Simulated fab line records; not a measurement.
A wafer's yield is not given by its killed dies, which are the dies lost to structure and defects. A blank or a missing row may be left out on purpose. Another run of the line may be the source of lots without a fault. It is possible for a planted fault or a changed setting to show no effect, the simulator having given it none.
Which tool did it? -- flow sky130 -- 14 lots, 42 wafers sampled, at 4 steps of a route of 708

WHAT THE GAUGES SHOWED, per wafer
SKY_VT_ADJUST_PCH_OVL_MEAS_07. Usual: VT_ADJUST_PCH_OVL typically reads 2.1 nm, with standard deviation 1.3.
lot,measured,on,VT_ADJUST_PCH_OVL (nm),flag
L706,day 10 11:03,overlay-01,-0.1 0.7 0.0,
L707,day 10 19:08,overlay-01,2.4 2.4 1.6,
L709,day 11 04:38,overlay-01,2.9 3.5 2.9,
L708,day 11 05:00,overlay-02,4.4 3.1 3.0,
L711,day 11 20:29,overlay-01,0.7 1.4 0.3,
L712,day 12 06:39,overlay-02,2.5 1.8 1.6,
L721,day 14 21:20,overlay-01,0.4 2.1 1.5,
L722,day 15 02:50,overlay-01,0.3 2.2 1.5,
L723,day 15 10:51,overlay-02,2.8 3.8 2.4,
L724,day 15 20:40,overlay-01,1.0 0.4 -0.5,
L725,day 16 03:14,overlay-02,2.3 2.4 2.6,
L726,day 17 00:20,overlay-01,0.4 -0.5 0.2,
L727,day 17 23:13,overlay-02,0.4 0.8 1.0,
L728,day 18 01:11,overlay-02,2.5 0.9 1.0,

SKY_POLY_GATE_THK_MEAS_01. Usual: POLY_GATE_CVD_00_THK typically reads 180.0 nm, with standard deviation 1.5.
lot,measured,on,POLY_GATE_CVD_00_THK (nm),flag
L706,day 14 10:50,film metro-03,182.3 182.1 181.1,
L707,day 14 20:51,film metro-04,178.9 179.6 177.4,
L709,day 14 20:55,film metro-03,181.2 180.9 182.6,
L708,day 14 20:52,film metro-01,177.1 177.2 178.4,
L711,day 15 19:18,film metro-01,180.7 180.3 179.5,
L712,day 16 04:23,film metro-04,181.1 181.7 183.3,
L721,day 19 03:23,film metro-04,179.4 181.3 179.0,
L722,day 19 07:40,film metro-04,180.9 181.3 179.3,
L723,day 19 17:47,film metro-01,179.7 177.3 179.0,
L724,day 20 04:00,film metro-03,180.2 180.1 179.7,
L725,day 20 09:36,film metro-03,177.7 180.2 178.0,
L726,day 21 06:47,film metro-03,180.6 181.6 181.2,
L727,day 22 04:01,film metro-04,180.1 180.1 177.7,
L728,day 22 05:13,film metro-03,180.5 180.8 181.2,

SKY_LDD_P_CD_MEAS_07: the cd target is 380 nm. Usual: cd nm 379.5 nm, standard deviation 2.2.
lot,measured,on,cd nm (nm),flag
L706,day 19 10:13,cd sem-01,380.4 380.9 379.7,
L707,day 20 04:28,cd sem-01,380.3 377.2 375.7,
L709,day 20 03:56,cd sem-02,381.0 379.8 379.3,
L708,day 19 23:10,cd sem-02,380.2 384.3 382.3,
L711,day 21 02:02,cd sem-02,377.5 378.5 378.1,
L712,day 21 10:22,cd sem-01,380.8 381.2 381.4,
L721,day 24 08:38,cd sem-01,380.7 382.0 380.0,
L722,day 24 14:59,cd sem-02,381.7 382.7 383.4,
L723,day 25 00:37,cd sem-01,383.5 381.9 380.7,
L724,day 25 08:32,cd sem-01,377.3 377.4 376.9,
L725,day 25 13:11,cd sem-01,381.4 381.3 380.9,
L726,day 26 10:20,cd sem-02,377.5 375.6 379.0,
L727,day 27 04:55,cd sem-01,378.1 378.5 377.5,
L728,day 27 07:07,cd sem-02,378.9 379.8 377.9,

WHAT TOOL EACH LOT RAN ON (gives the tool, then ch and the chambers of the sampled wafers, and finally the start)
lot,SKY_LDD_N_EXPOSE_04
L706,"iline stepper-01 ch 0, day 17 11:41"
L707,"iline stepper-01 ch 0, day 18 05:45"
L709,"iline stepper-01 ch 0, day 18 05:38"
L708,"iline stepper-01 ch 0, day 18 00:01"
L711,"iline stepper-02, day 19 04:12"
L712,"iline stepper-01, day 19 11:51"
L721,"iline stepper-01 ch 0, day 22 10:46"
L722,"iline stepper-02 ch 0, day 22 16:36"
L723,"iline stepper-01 ch 0, day 23 02:12"
L724,"iline stepper-01 ch 0, day 23 12:01"
L725,"iline stepper-01 ch 0, day 23 16:08"
L726,"iline stepper-02 ch 0, day 24 13:40"
L727,"iline stepper-02 ch 0, day 25 08:35"
L728,"iline stepper-02 ch 0, day 25 10:18"
- SKY_LDD_N_EXPOSE_04: exposes mask NTM, target cd 840 nm.

WHAT THE TOOLS THEMSELVES READ (means of the sampled wafers that have a number; where no wafer has one, the mark that the record gives instead)
SKY_LDD_N_EXPOSE_04. Usual: exposure dose mJ cm2 109.98, standard deviation 0.11; focus offset nm 0.1 nm, standard deviation 0.51.
lot,tool,exposure dose mJ cm2,focus offset nm (nm),flag
L706,iline stepper-01,109.84,0.5,
L707,iline stepper-01,110.00,-0.5,
L709,iline stepper-01,110.03,-0.6,
L708,iline stepper-01,109.97,0.2,
L711,iline stepper-02,-,-,OFF
L712,iline stepper-01,-,-,OFF
L721,iline stepper-01,110.00,-0.4,
L722,iline stepper-02,110.08,0.3,
L723,iline stepper-01,110.06,0.2,
L724,iline stepper-01,109.80,0.2,
L725,iline stepper-01,109.94,-0.1,
L726,iline stepper-02,110.03,0.5,
L727,iline stepper-02,109.89,-0.4,
L728,iline stepper-02,110.02,0.1,

THE ANSWER, worked out from the rows above alone
Rule: take the mean of a lot's wafers that have a number; if it is more than 3 standard deviations from the usual mean, the lot is off. A lot without any number at a reading at which 4 lots or more have one is off too. All remaining lots with rows at the step are treated as sound. First the gauges in route order, then the tools' own readings, where a lot's mean is used as printed above. The first step at which some lot is off is used, and at that step the reading that is off furthest; a lot without a number counts as furthest.
Off: L711, L712 (SKY_LDD_N_EXPOSE_04, exposure dose mJ cm2). Without a number there: L711, L712.
A tool fits if, at that step or a process step before it, it ran every lot that is off, and no sound lot after the first of them. Not one of the candidates tried fits.

WHAT THE SIMULATOR HAD PUT IN
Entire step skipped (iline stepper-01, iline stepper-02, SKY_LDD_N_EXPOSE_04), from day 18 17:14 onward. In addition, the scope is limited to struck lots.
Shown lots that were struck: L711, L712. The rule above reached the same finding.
